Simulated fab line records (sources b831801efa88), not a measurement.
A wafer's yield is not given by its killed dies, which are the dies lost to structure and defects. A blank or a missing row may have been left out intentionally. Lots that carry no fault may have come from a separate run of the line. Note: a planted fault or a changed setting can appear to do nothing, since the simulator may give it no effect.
Matching of chambers -- flow sfq line -- SFQ_TRILAYER_I2_CMP_CMP_064 on cmp-01 has 4 sister chambers
The step polishes SiO2. 7 wafers are shown with their chamber, then 8 later ones without.

## WAFERS WITH THEIR CHAMBER
wafer,chamber,motor current A (A),time to endpoint s (s)
L923.1,0,9.0,215
L923.5,2,9.6,211
L923.6,1,8.3,217
L926.1,3,10.6,222
L926.2,2,9.8,205
L926.6,1,8.2,225
L928.1,3,11.3,227

## WAFERS MISSING THEIR CHAMBER
wafer,motor current A (A),time to endpoint s (s)
L928.3,9.4,223
L928.5,9.9,220
L938.3,8.4,213
L938.4,10.5,222
L938.5,9.2,225
L940.1,10.4,226
L940.3,9.4,217
L940.5,10.8,230

## WHICH CHAMBER EACH ONE RAN IN
wafer,from the rows above,in truth
L928.3,can't be placed: 0 or 2 or 1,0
L928.5,can't be placed: 2 or 0 or 3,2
L938.3,can't be placed: 1 or 0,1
L938.4,3,3
L938.5,can't be placed: 0 or 1 or 2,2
L940.1,3,3
L940.3,can't be placed: 0 or 2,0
L940.5,3,3
Correct placement for 3 of the 8. Not placeable from these rows: 5 (in 5, the candidates include the true chamber). 0 placed wrongly.
How it was worked out, from the rows above alone: a wafer's distance from a chamber is the root of the sum, over the readings, of the square of ((its reading less the chamber's mean) divided by the reading's scatter). If the next closest chamber is less than 2 further off than the closest, the wafer can't be placed; otherwise it belongs to the closest. A chamber's mean is the mean of its shown wafers. The scatter is the square root of a quotient: the sum, over the shown wafers, of each reading's squared deviation from its chamber's mean, divided by wafers minus chambers.
